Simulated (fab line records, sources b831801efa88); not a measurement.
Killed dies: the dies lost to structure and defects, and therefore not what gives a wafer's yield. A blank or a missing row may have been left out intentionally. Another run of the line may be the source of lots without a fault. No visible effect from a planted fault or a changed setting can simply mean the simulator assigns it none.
fab line records	flow gf180mcu
[record] lots = 15	wafers = 45	last-day = 34
route steps=602 shown STI@15 NWELL@48 MVSD@73
lots that met no fault: from a run of the same line without faults
start-h: hours from the record's first day to the start of the lot's first wafer shown	wait-h: how many hours have passed since the lot's step before this one	" repeats the value in the row above	L1.1+2: a row that stands for several wafers	- no value present, or no start provided	* or withheld: withheld	< > ~ a bound
route shown NAME@n: names a module that has steps shown in the file, with the first one's number in the route	usual: the fault-free wafers' mean and standard deviation	same: alike in all rows	chamber/n: place in a boat	sites: each site's reading	_std_site: standard deviation of those values	_edge_site: inner sites' mean taken away from outer sites' mean	radius-mm: for every site, how far away it sits from the centre of the wafer	mask NAME#n: copy n	behind: the most recent tool/chamber to have shaped the wafer	hold: the reason the lot was held/the length of the hold in hours/how it ended	device: the transistor (n, p or np) that didn't switch	end of line: tests run on the same wafers once the route is complete	a step given without rows: its recipe and nothing more	killed: the dies lost at the first sort to structure and to defects; this is not the yield of the wafer	map: shows each die of a wafer: x if killed, . if not, _ if none is there
set.NAME: the run value of the setting; set.NAME@STEP: its run value at that earlier step	model.NAME: the simulator's own value behind a step, which no gauge read
steps of the route over a sample of lots; a table a step, a row a wafer
services: when a tool's chamber went out of use (start-h, in hours from the record's first day, below 0 if earlier), for how many hours, and the reason
[[steps]]
[step GF_STI_ETCH_14]
[recipe] target = Si	chemistry = HBr/Cl2/O2	target-depth-nm = 360	icp-w = 600	bias-w = 150	pressure-mtorr = 15	HBr_flow_sccm = 150	Cl2_flow_sccm = 40	O2_flow_sccm = 6	time-s = 102.9
[usual] chamber-pressure-mTorr = 15.000/0.013	drypump-motor-current-A = 5.5/0.37	oes-product-au = 0.997/0.01	throttle-valve-pct = 25.658/0.011
[same] time-s = 102.9
lot.wafer	tool	chamber	start-h	wait-h	chamber-pressure-mTorr	drypump-motor-current-A	oes-product-au	rf-hours-counter-h	throttle-valve-pct
L746.1	rie-si-02	1	25.17	0.0	14.997	5.1	1.010	92	25.649
L746.5	"	0	"	"	15.002	5.6	0.989	-	25.667
L746.6	"	1	"	"	15.003	5.1	1.020	-	25.656
L747.1	rie-si-02	2	30.40	0.0	14.988	5.7	0.989	40	25.649
L747.3	"	3	"	"	14.992	4.9	0.983	155	25.668
L747.4	"	0	"	"	15.018	5.6	0.981	0	25.647
L748.1	rie-si-01	1	35.30	0.0	15.003	5.5	1.008	1	25.652
L748.4	"	1	"	"	14.994	5.6	1.001	-	25.663
L748.6	"	3	"	"	15.006	5.9	1.002	-	25.663
L749.2	rie-si-01	0	40.02	0.0	14.996	5.9	0.995	17	25.667
L749.4	"	1	"	"	15.020	5.5	1.003	-	25.656
L749.6	"	0	"	"	15.025	5.9	0.992	-	25.674
L750.1	rie-si-01	3	47.05	0.0	15.004	5.9	0.994	54	25.658
L750.2	"	0	"	"	14.992	5.9	0.979	17	25.670
L750.3	"	1	"	"	14.991	5.5	1.001	1	25.643
L751.1	rie-si-01	0	51.12	0.0	15.006	5.9	0.991	17	25.671
L751.2	"	1	"	"	14.982	5.6	1.000	2	25.651
L751.3	"	2	"	"	15.007	5.9	1.006	26	25.668
L752.1	rie-si-02	2	55.87	0.0	15.010	5.7	1.001	40	25.680
L752.2	"	3	"	"	15.012	4.9	0.988	155	25.642
L752.6	"	3	"	"	15.017	4.9	1.002	-	25.661
L759.1	rie-si-02	0	96.45	0.0	15.021	5.7	0.974	1	25.656
L759.3	"	2	"	"	15.013	5.7	0.996	41	25.666
L759.5	"	3	"	"	14.989	4.9	1.011	-	25.648
L761.2	rie-si-02	2	104.45	0.0	14.993	5.7	0.998	41	25.657
L761.3	"	1	"	"	15.002	5.1	0.991	92	25.657
L761.4	"	0	"	"	14.993	5.7	0.985	1	25.678
L763.2	rie-si-01	2	113.50	0.0	14.996	5.9	1.004	27	25.659
L763.3	"	1	"	"	14.978	5.6	0.999	2	25.648
L763.5	"	1	"	"	14.998	5.6	0.997	-	25.659
L764.2	rie-si-01	0	118.67	0.0	14.997	5.9	0.990	18	25.661
L764.4	"	3	"	"	14.987	5.9	1.008	54	25.664
L764.5	"	2	"	"	15.008	5.9	1.017	-	25.645
L766.1	rie-si-02	3	128.45	0.0	15.003	4.9	1.017	0	25.641
L766.2	"	0	"	"	15.009	5.7	0.974	2	25.662
L766.3	"	1	"	"	14.990	5.1	1.001	93	25.647
L767.1	rie-si-02	3	133.70	0.0	14.998	4.9	1.011	1	25.645
L767.3	"	1	"	"	15.004	5.1	1.008	93	25.643
L767.5	"	0	"	"	15.016	5.6	0.989	-	25.656
L768.4	rie-si-02	0	139.23	0.1	15.007	5.6	0.976	-	25.673
L768.5	"	3	"	"	15.005	4.9	1.005	-	25.649
L768.6	"	1	"	"	14.997	5.1	1.012	-	25.651
L769.2	rie-si-01	3	143.95	0.0	15.001	5.9	0.987	54	25.670
L769.4	"	0	"	"	15.028	5.9	0.982	18	25.666
L769.6	"	3	"	"	14.997	5.9	0.996	-	25.674
[step GF_STI_THK_MEAS_22]
[recipe] reads = SiO2_of_STI_OXIDATION_21
[usual] STI_OXIDATION_01_THK = 14.98/0.25
lot.wafer	tool	chamber	start-h	wait-h	STI_OXIDATION_01_THK[nm]
L746.1	film-metro-02	-	26.83	0.0	15.18
L746.5	"	-	"	"	15.07
L746.6	"	-	"	"	15.02
L747.1	film-metro-02	-	32.18	0.0	14.72
L747.3	"	-	"	"	14.70
L747.4	"	-	"	"	14.58
L748.1	film-metro-04	-	37.29	0.0	14.87
L748.4	"	-	"	"	14.75
L748.6	"	-	"	"	14.97
L749.2	film-metro-02	-	41.68	0.0	14.64
L749.4	"	-	"	"	14.67
L749.6	"	-	"	"	14.56
L750.1	film-metro-04	-	50.29	0.0	14.86
L750.2	"	-	"	"	14.49
L750.3	"	-	"	"	14.64
L751.1	film-metro-02	-	54.31	0.0	14.75
L751.2	"	-	"	"	14.67
L751.3	"	-	"	"	14.54
L752.1	film-metro-02	-	57.92	0.0	15.10
L752.2	"	-	"	"	14.88
L752.6	"	-	"	"	14.98
L759.1	film-metro-01	-	98.11	0.0	15.17
L759.3	"	-	"	"	15.19
L759.5	"	-	"	"	15.00
L761.2	film-metro-02	-	106.11	0.0	15.19
L761.3	"	-	"	"	15.25
L761.4	"	-	"	"	15.32
L763.2	film-metro-04	-	115.16	0.0	15.24
L763.3	"	-	"	"	15.37
L763.5	"	-	"	"	15.08
L764.2	film-metro-02	-	120.61	0.0	15.23
L764.4	"	-	"	"	15.18
L764.5	"	-	"	"	15.12
L766.1	film-metro-01	-	130.10	0.0	15.09
L766.2	"	-	"	"	14.97
L766.3	"	-	"	"	14.99
L767.1	film-metro-01	-	135.35	0.0	15.15
L767.3	"	-	"	"	15.16
L767.5	"	-	"	"	15.06
L768.4	film-metro-04	-	140.88	0.0	14.78
L768.5	"	-	"	"	14.70
L768.6	"	-	"	"	14.76
L769.2	film-metro-01	-	146.87	0.0	14.98
L769.4	"	-	"	"	14.74
L769.6	"	-	"	"	14.67
[step GF_NWELL_DEVELOP_06]
[recipe] wall-angle-deg = 90	develop-time-s = 60	dev-temp-c = 23
[usual] chill-plate-temp-C = 23.02/0.099	develop-time-s = 60/0	developer-temp-C = 23.02/0.095
lot.wafer	tool	chamber	start-h	wait-h	chill-plate-temp-C	develop-time-s	developer-temp-C
L746.1	litho-track-03	0	54	-	22.98	60	22.94
L746.5	"	0	"	"	23.05	60	23.05
L746.6	"	0	"	"	22.85	60	22.91
L747.1	litho-track-03	0	59	-	22.85	60	23.08
L747.3	"	0	"	"	22.96	60	23.01
L747.4	"	0	"	"	23.04	60	23.16
L748.1	litho-track-03	0	65	-	23.01	60	23.05
L748.4	"	0	"	"	23.14	60	22.85
L748.6	"	0	"	"	22.83	60	22.84
L749.2	litho-track-01	-	69	-	-	-	-
L749.4	"	-	"	"	-	-	-
L749.6	"	-	"	"	-	-	-
L750.1	litho-track-04	-	79	-	-	-	-
L750.2	"	-	"	"	-	-	-
L750.3	"	-	80	-	-	-	-
L751.1	litho-track-01	-	82	-	-	-	-
L751.2	"	-	"	"	-	-	-
L751.3	"	-	"	"	-	-	-
L752.1	litho-track-01	0	87	-	22.98	60	22.99
L752.2	"	0	"	"	22.98	60	22.99
L752.6	"	0	"	"	23.05	60	22.94
L759.1	litho-track-04	0	130	-	23.06	60	23.36
L759.3	"	0	"	"	22.96	60	22.96
L759.5	"	0	"	"	23.17	60	23.05
L761.2	litho-track-03	0	138	-	22.88	60	23.09
L761.3	"	0	"	"	22.92	60	23.05
L761.4	"	0	"	"	22.87	60	23.03
L763.2	litho-track-04	0	148	-	23.21	60	22.87
L763.3	"	0	"	"	23.03	60	23.12
L763.5	"	0	"	"	23.15	60	22.98
L764.2	litho-track-03	0	153	-	23.02	60	22.78
L764.4	"	0	"	"	23.20	60	22.87
L764.5	"	0	"	"	23.10	60	22.99
L766.1	litho-track-04	0	164	-	22.97	60	22.93
L766.2	"	0	"	"	23.01	60	23.06
L766.3	"	0	"	"	22.98	60	22.94
L767.1	litho-track-01	0	169	-	23.05	60	23.07
L767.3	"	0	"	"	23.07	60	22.99
L767.5	"	0	"	"	22.99	60	22.85
L768.4	litho-track-04	0	175	-	22.80	60	23.08
L768.5	"	0	"	"	22.93	60	22.99
L768.6	"	0	"	"	22.89	60	23.09
L769.2	litho-track-04	0	181	-	23.03	60	22.98
L769.4	"	0	182	-	23.04	60	22.96
L769.6	"	0	"	"	22.95	60	22.91
[step GF_MVSD_OVL_MEAS_07]
[usual] MVSD_OVL = 0.6/1.7
lot.wafer	tool	chamber	start-h	wait-h	MVSD_OVL[nm]
L746.1	overlay-02	-	81.55	-	-0.6
L746.5	"	-	"	"	-0.4
L746.6	"	-	"	"	-1.9
L747.1	overlay-02	-	86.42	-	-0.8
L747.3	"	-	"	"	-0.9
L747.4	"	-	"	"	-0.9
L748.1	overlay-01	-	93.30	-	1.9
L748.4	"	-	"	"	2.5
L748.6	"	-	"	"	2.6
L749.2	overlay-02	-	97.20	-	-0.4
L749.4	"	-	"	"	-2.1
L749.6	"	-	"	"	-1.5
L750.1	overlay-01	-	108.45	-	0.1
L750.2	"	-	"	"	1.9
L750.3	"	-	"	"	-0.2
L751.1	overlay-01	-	112.30	-	0.8
L751.2	"	-	"	"	0.3
L751.3	"	-	"	"	0.0
L752.1	overlay-02	-	115.80	-	-2.2
L752.2	"	-	"	"	-2.5
L752.6	"	-	"	"	-1.4
L759.1	overlay-01	-	162.65	-	2.0
L759.3	"	-	"	"	1.6
L759.5	"	-	"	"	1.7
L761.2	overlay-02	-	170.70	-	1.4
L761.3	"	-	"	"	1.7
L761.4	"	-	"	"	2.2
L763.2	overlay-01	-	181.43	-	3.4
L763.3	"	-	"	"	2.0
L763.5	"	-	"	"	-0.3
L764.2	overlay-02	-	186.64	-	-0.1
L764.4	"	-	"	"	0.7
L764.5	"	-	"	"	-1.5
L766.1	overlay-01	-	198.30	-	-0.9
L766.2	"	-	"	"	-1.1
L766.3	"	-	"	"	0.1
L767.1	overlay-01	-	202.95	-	-0.5
L767.3	"	-	"	"	-0.6
L767.5	"	-	"	"	-0.1
L768.4	overlay-02	-	208.82	-	4.0
L768.5	"	-	"	"	4.5
L768.6	"	-	"	"	2.7
L769.2	overlay-02	-	216.88	-	0.9
L769.4	"	-	"	"	2.1
L769.6	"	-	"	"	0.2
[[services]]
tool	chamber	start-h	hours	kind
rie-si-01	2	12.41	33.2	repair
rie-si-02	1	47.81	21.8	repair
rie-si-02	2	67.15	2.4	repair
rie-si-02	3	69.62	-	clean
rie-si-02	3	69.62	10.4	scheduled-down
rie-si-02	3	69.62	10.4	vent-cycle
rie-si-02	0	76.48	2.6	repair
rie-si-02	1	76.95	9.8	repair
rie-si-02	2	133.57	6.1	repair
rie-si-02	0	155.12	7.7	repair
rie-si-02	3	155.24	4.0	repair
rie-si-01	2	172.67	3.3	repair
[[key]]
[first-sign] step = GF_NWELL_DEVELOP_06	reading = tool-record	direction = missing
effect none on later readings
met-at GF_NWELL_DEVELOP_06
struck-lots L749,L750,L751
sort-left-out L749.2,L749.4,L749.6,L750.1,L750.2,L750.3,L751.1,L751.2,L751.3
tester-left-out L749,L750,L751
not-acting-at GF_STI_ETCH_14,GF_STI_THK_MEAS_22,GF_MVSD_OVL_MEAS_07
[fault] kind = skipped-step-whole	tool = litho-track-01,litho-track-04	chamber = -	onset-h = 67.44	steps = GF_NWELL_DEVELOP_06	scope = struck-lots-only
// tester-left-out: of these lots the tester's yield and bins aren't shown, on N5 and GAA mostly nor the transistor test; their killed dies are dies lost to structure and defects alone, not to doping, threshold or leakage, so they don't give the yield
// sort-left-out: the simulated sort isn't trusted on such a fault, so these wafers' sort isn't shown, and their yield isn't known
